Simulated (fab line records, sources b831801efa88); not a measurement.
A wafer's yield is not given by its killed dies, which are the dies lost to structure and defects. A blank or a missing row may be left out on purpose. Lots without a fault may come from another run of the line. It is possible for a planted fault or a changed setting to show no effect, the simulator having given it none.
Which tool did it?	flow sky130	27 wafers from 9 lots sampled at 2 of the route's 708 steps

== WHAT EACH GAUGE READ, for each wafer ==
SKY_VIA4_RS_MEAS_19: a four-point-probe measurement.
lot	measured	on	VIA4_W_RS (ohm/sq)
L417	day 42 22:25	filmMetro-03	0.2316 0.2299 0.2283
L419	day 43 08:57	filmMetro-03	0.2266 0.2279 0.2250
L425	day 45 03:40	filmMetro-04	0.2242 0.5686 0.5528 0.2243 0.5673 0.5521
L426	day 45 08:10	filmMetro-03	0.5673 0.2245 0.2259 0.5668 0.2243 0.2261
L427	day 45 12:36	filmMetro-03	0.5822 0.5873 0.2310 0.5836 0.5882 0.2313
L434	day 48 04:55	filmMetro-04	0.2261 0.2268 0.2256
L436	day 48 09:07	filmMetro-04	0.2266 0.2288 0.2324
L439	day 48 11:06	filmMetro-03	0.2275 0.2293 0.2285
L440	day 48 13:08	filmMetro-03	0.2263 0.2249 0.2215

== WHICH TOOL RAN EACH LOT (tool, then ch and the chambers of the sampled wafers, then the start) ==
lot	SKY_VIA4_CVD_18
L417	cvdW-02 ch 0,1, day 42 22:16
L419	cvdW-02 ch 0,1, day 43 08:47
L425	cvdW-02 ch 0,1, day 45 03:32
L426	cvdW-02 ch 0,1, day 45 08:00
L427	cvdW-02 ch 0,1, day 45 12:27
L434	cvdW-02 ch 1, day 48 04:46
L436	cvdW-01 ch 0,1, day 48 08:58
L439	cvdW-02 ch 0,1, day 48 10:57
L440	cvdW-01 ch 0,1, day 48 12:59
- SKY_VIA4_CVD_18: deposits W, target thk 505 nm, time 152.14 s.

== THE ANSWER, worked out from the rows above alone ==
Rule: the lots themselves supply what counts as usual. The widest of any qualifying gaps counts: lots, ordered by their means at a reading, are off when they make up no more than a third of the lots, leave a main group of 4 or more, and stand apart from it by 3 or more times the standard deviation of that group's means. A main group is skipped when, at the precision printed for the reading in the tables above, its means are all equal. A lot without any number at a reading at which 4 lots or more have one is off too. The other lots that the step has rows for count as sound.
Off: L425, L426, L427, seen at SKY_VIA4_RS_MEAS_19 (VIA4_W_RS). For the main group the mean is 0.2274 ohm/sq and the standard deviation 0.002.
If a tool, at a process step before that reading, ran all the lots that are off and no sound lot after the first of them, it fits. Those tools and the gauges at SKY_VIA4_RS_MEAS_19 are tried in the same way. None of those tried fits.

== WHAT THE SIMULATOR HAD PUT IN ==
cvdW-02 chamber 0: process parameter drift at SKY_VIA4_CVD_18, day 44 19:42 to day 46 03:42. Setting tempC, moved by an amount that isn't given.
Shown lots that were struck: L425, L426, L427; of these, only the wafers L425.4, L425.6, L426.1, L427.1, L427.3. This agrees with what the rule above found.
